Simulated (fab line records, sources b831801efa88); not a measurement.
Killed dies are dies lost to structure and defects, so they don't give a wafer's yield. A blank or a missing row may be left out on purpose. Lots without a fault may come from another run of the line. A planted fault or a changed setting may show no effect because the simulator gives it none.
Which tool did it? | flow gf180mcu | 11 lots, 33 wafers sampled, at 6 steps of a route of 602

WHAT THE GAUGES READ, wafer by wafer
GF_LVPWELL_TW_MEAS_11. Usual: LVPWELL_TW 561, standard deviation 4.3.
lot  | measured    | on            | LVPWELL_TW  | flag
L608 | day 4 14:17 | film_metro-01 | 565 566 564 |
L612 | day 5 01:41 | film_metro-03 | 557 556 559 |
L614 | day 5 13:53 | film_metro-02 | 564 562 564 |
L613 | day 5 13:57 | film_metro-02 | 560 562 559 |
L617 | day 6 02:02 | film_metro-01 | 584 584 585 | OFF
L619 | day 6 13:09 | film_metro-02 | 583 582 584 | OFF
L621 | day 6 23:14 | film_metro-01 | 566 563 564 |
L626 | day 8 00:50 | film_metro-03 | 554 559 555 |
L628 | day 8 12:30 | film_metro-01 | 565 565 567 |
L630 | day 8 21:59 | film_metro-03 | 556 557 553 |
L631 | day 9 03:16 | film_metro-03 | 558 559 555 |

GF_VT_IMPLANT_RS_MEAS_48: measures by four-point-probe. Usual: LVPWELL_RS 1197 ohm/sq, standard deviation 3.6.
lot  | measured     | on            | LVPWELL_RS (ohm/sq) | flag
L608 | day 8 08:17  | film_metro-01 | 1191 1187 1189      |
L612 | day 8 23:11  | film_metro-03 | 1194 1189 1188      |
L614 | day 9 10:46  | film_metro-01 | 1195 1193 1196      |
L613 | day 9 11:16  | film_metro-01 | 1198 1198 1199      |
L617 | day 10 02:14 | film_metro-02 | 1117 1117 1118      | OFF
L619 | day 10 15:27 | film_metro-02 | 1117 1118 1116      | OFF
L621 | day 11 04:04 | film_metro-02 | 1196 1196 1197      |
L626 | day 12 08:47 | film_metro-02 | 1194 1189 1193      |
L628 | day 13 00:42 | film_metro-02 | 1195 1198 1200      |
L630 | day 13 11:42 | film_metro-02 | 1201 1198 1197      |
L631 | day 13 17:41 | film_metro-01 | 1197 1194 1192      |

WHICH TOOL RAN EACH LOT (tool, then ch and the chambers of the sampled wafers, then the start)
lot  | GF_STI_STRIP_15                     | GF_DNWELL_STRIP_08                  | GF_NWELL_STRIP_10                   | GF_LVPWELL_IMPLANT_08
L608 | plasma_asher-04 ch 0, day 2 09:02   | plasma_asher-02 ch 0,1, day 3 13:05 | plasma_asher-01 ch 0,1, day 4 00:59 | implanter-02 ch 0, day 4 13:53
L612 | plasma_asher-03 ch 0,1, day 3 00:55 | plasma_asher-04 ch 0,1, day 3 22:02 | plasma_asher-03 ch 0,1, day 4 11:17 | implanter-02 ch 0, day 5 01:17
L614 | plasma_asher-03 ch 0,1, day 3 07:22 | plasma_asher-04 ch 0,1, day 4 09:02 | plasma_asher-03 ch 0,1, day 4 23:07 | implanter-03 ch 0, day 5 13:29
L613 | plasma_asher-04 ch 0,1, day 3 08:05 | plasma_asher-02 ch 0,1, day 4 09:23 | plasma_asher-01 ch 0,1, day 4 23:20 | implanter-02 ch 0, day 5 13:34
L617 | plasma_asher-04 ch 0,1, day 4 02:25 | plasma_asher-02 ch 0,1, day 4 21:20 | plasma_asher-02 ch 0,1, day 5 11:47 | implanter-02 ch 0, day 6 01:38
L619 | plasma_asher-03 ch 0,1, day 4 12:11 | plasma_asher-04 ch 0,1, day 5 07:26 | plasma_asher-02 ch 0,1, day 5 22:08 | implanter-02 ch 0, day 6 12:46
L621 | plasma_asher-04 ch 0,1, day 4 22:07 | plasma_asher-04 ch 0,1, day 5 17:02 | plasma_asher-01 ch 0, day 6 07:56   | implanter-03 ch 0, day 6 22:51
L626 | plasma_asher-04 ch 0,1, day 5 22:01 | plasma_asher-04 ch 0, day 6 17:05   | plasma_asher-03 ch 0,1, day 7 08:41 | implanter-04 ch 0, day 8 00:26
L628 | plasma_asher-04 ch 0,1, day 6 08:52 | plasma_asher-04 ch 0,1, day 7 04:32 | plasma_asher-02 ch 0,1, day 7 20:50 | implanter-04 ch 0, day 8 12:07
L630 | plasma_asher-01 ch 0,1, day 6 18:37 | plasma_asher-02 ch 0,1, day 7 13:50 | plasma_asher-01 ch 0,1, day 8 05:04 | implanter-04 ch 0, day 8 21:36
L631 | plasma_asher-01 ch 0,1, day 6 23:51 | plasma_asher-04 ch 0,1, day 7 19:28 | plasma_asher-01 ch 0,1, day 8 10:40 | implanter-03 ch 0, day 9 02:54
- GF_STI_STRIP_15: strips in O2/N2.
- GF_DNWELL_STRIP_08: strips in O2/N2.
- GF_NWELL_STRIP_10: strips in O2/N2.
- GF_LVPWELL_IMPLANT_08

WHAT THE TOOLS THEMSELVES READ (means of the sampled wafers that have a number; where no wafer has one, the mark that the record gives instead)
GF_STI_STRIP_15. Usual: drypump_motor_current_A 5.9 A, standard deviation 0.41; heater_power_w 328 W, standard deviation 42; oes_product_au 0.381 a.u., standard deviation 0.0046; platen_temp_c 250.04 C, standard deviation 0.21; strip_time_to_endpoint_s 3.67 s, standard deviation 0.04.
lot  | tool            | drypump_motor_current_A (A) | heater_power_w (W) | oes_product_au (a.u.) | platen_temp_c (C) | strip_time_to_endpoint_s (s) | flag
L608 | plasma_asher-04 | 5.5                         | 399                | 0.377                 | 250.18            | 3.61                         |
L612 | plasma_asher-03 | 6.4                         | 301                | 0.387                 | 249.89            | 3.72                         |
L614 | plasma_asher-03 | 6.4                         | 301                | 0.381                 | 250.05            | 3.64                         |
L613 | plasma_asher-04 | 5.7                         | 377                | 0.380                 | 250.12            | 3.72                         |
L617 | plasma_asher-04 | 5.7                         | 371                | 0.383                 | 249.88            | 3.70                         |
L619 | plasma_asher-03 | 6.3                         | 298                | 0.379                 | 249.90            | 3.62                         |
L621 | plasma_asher-04 | 5.7                         | 375                | 0.380                 | 250.11            | 3.63                         |
L626 | plasma_asher-04 | 5.7                         | 374                | 0.387                 | 250.07            | 3.71                         |
L628 | plasma_asher-04 | 5.7                         | 372                | 0.381                 | 250.05            | 3.69                         |
L630 | plasma_asher-01 | 5.6                         | 307                | 0.381                 | 250.37            | 3.63                         |
L631 | plasma_asher-01 | 5.5                         | 314                | 0.381                 | 250.20            | 3.69                         |

GF_DNWELL_STRIP_08. Usual: drypump_motor_current_A 5.7 A, standard deviation 0.36; heater_power_w 337 W, standard deviation 41; oes_product_au 0.722 a.u., standard deviation 0.0046; platen_temp_c 250.01 C, standard deviation 0.18; strip_time_to_endpoint_s 36.95 s, standard deviation 0.11.
lot  | tool            | drypump_motor_current_A (A) | heater_power_w (W) | oes_product_au (a.u.) | platen_temp_c (C) | strip_time_to_endpoint_s (s) | flag
L608 | plasma_asher-02 | 5.4                         | 311                | 0.719                 | 249.98            | 37.06                        |
L612 | plasma_asher-04 | 6.0                         | 338                | 0.725                 | 249.92            | 36.96                        |
L614 | plasma_asher-04 | 5.8                         | 373                | 0.723                 | 249.89            | 37.07                        |
L613 | plasma_asher-02 | 5.4                         | 324                | 0.722                 | 250.25            | 36.80                        |
L617 | plasma_asher-02 | 5.4                         | 316                | 0.720                 | 249.94            | 36.91                        |
L619 | plasma_asher-04 | 5.7                         | 367                | 0.719                 | 250.07            | 36.95                        |
L621 | plasma_asher-04 | 6.0                         | 337                | 0.729                 | 250.04            | 36.82                        |
L626 | plasma_asher-04 | 5.5                         | 401                | 0.719                 | 250.16            | 36.94                        |
L628 | plasma_asher-04 | 5.7                         | 372                | 0.722                 | 250.06            | 36.97                        |
L630 | plasma_asher-02 | 5.4                         | 307                | 0.722                 | 249.98            | 37.09                        |
L631 | plasma_asher-04 | 6.0                         | 337                | 0.723                 | 249.84            | 36.75                        |

GF_NWELL_STRIP_10. Usual: drypump_motor_current_A 5.9 A, standard deviation 0.45; heater_power_w 306 W, standard deviation 13; oes_product_au 0.722 a.u., standard deviation 0.004; platen_temp_c 249.99 C, standard deviation 0.18; strip_time_to_endpoint_s 36.98 s, standard deviation 0.1.
lot  | tool            | drypump_motor_current_A (A) | heater_power_w (W) | oes_product_au (a.u.) | platen_temp_c (C) | strip_time_to_endpoint_s (s) | flag
L608 | plasma_asher-01 | 5.6                         | 316                | 0.721                 | 250.22            | 36.90                        |
L612 | plasma_asher-03 | 6.3                         | 295                | 0.724                 | 249.83            | 37.07                        |
L614 | plasma_asher-03 | 6.3                         | 297                | 0.720                 | 250.26            | 37.06                        |
L613 | plasma_asher-01 | 5.5                         | 314                | 0.721                 | 249.94            | 37.00                        |
L617 | plasma_asher-02 | 5.4                         | 320                | 0.721                 | 250.04            | 36.88                        |
L619 | plasma_asher-02 | 5.5                         | 310                | 0.722                 | 250.03            | 37.01                        |
L621 | plasma_asher-01 | 5.4                         | 311                | 0.724                 | 250.14            | 37.05                        |
L626 | plasma_asher-03 | 6.4                         | 289                | 0.719                 | 249.86            | 36.96                        |
L628 | plasma_asher-02 | 5.5                         | 312                | 0.724                 | 249.96            | 36.95                        |
L630 | plasma_asher-01 | 5.5                         | 319                | 0.721                 | 250.05            | 36.91                        |
L631 | plasma_asher-01 | 5.5                         | 313                | 0.721                 | 249.95            | 37.04                        |

GF_LVPWELL_IMPLANT_08. Usual: beam_on_s 9.98 s, standard deviation 0.18; faraday_current_uA 84.8, standard deviation 1.5.
lot  | tool         | beam_on_s (s) | faraday_current_uA | flag
L608 | implanter-02 | 9.88          | 85.7               |
L612 | implanter-02 | 9.76          | 86.5               |
L614 | implanter-03 | 10.03         | 84.5               |
L613 | implanter-02 | 10.12         | 83.7               |
L617 | implanter-02 | 11.40         | 74.3               | OFF
L619 | implanter-02 | 11.58         | 73.1               | OFF
L621 | implanter-03 | 9.92          | 85.3               |
L626 | implanter-04 | 9.82          | 86.1               |
L628 | implanter-04 | 10.01         | 84.5               |
L630 | implanter-04 | 10.00         | 84.6               |
L631 | implanter-03 | 10.05         | 84.3               |

THE ANSWER, worked out from the rows above alone
Rule: a lot is off if the mean of its wafers that have a number lies more than 3 standard deviations from the usual mean. A lot without any number at a reading at which 4 lots or more have one is off too. The other lots that the step has rows for count as sound. The gauges are gone through in route order, then the tools' own readings, and for those a lot's mean is taken as printed above. The first step at which some lot is off is used, and at that step the reading that is off furthest; a lot without a number counts as furthest.
Off: L617, L619, at GF_LVPWELL_TW_MEAS_11 (LVPWELL_TW).
A tool fits if, at a process step before that reading, it ran every lot that is off, and no sound lot after the first of them. The gauges at GF_LVPWELL_TW_MEAS_11 aren't tried: what is off there is off at GF_LVPWELL_IMPLANT_08 too, on other tools, and a gauge's error can't cause that. One fits: implanter-02 at GF_LVPWELL_IMPLANT_08. Its last sound lot is L613 (day 5 13:34), its first lot that is off L617 (day 6 01:38): a fault that began between those two fits.
The tool's own readings at GF_LVPWELL_IMPLANT_08 bear it out: on the lots that are off they differ by more than 5 times the standard deviation of the sound lots' means. beam_on_s reads 11.49 s there against 9.95 s on the sound lots; faraday_current_uA reads 73.7 there against 85.0 on the sound lots.

WHAT THE SIMULATOR HAD PUT IN
Process parameter drift: implanter-02, from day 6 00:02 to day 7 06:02, at GF_LVPWELL_IMPLANT_08. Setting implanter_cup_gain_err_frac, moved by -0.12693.
Lots struck among those shown: L617, L619. The rule above found the same.
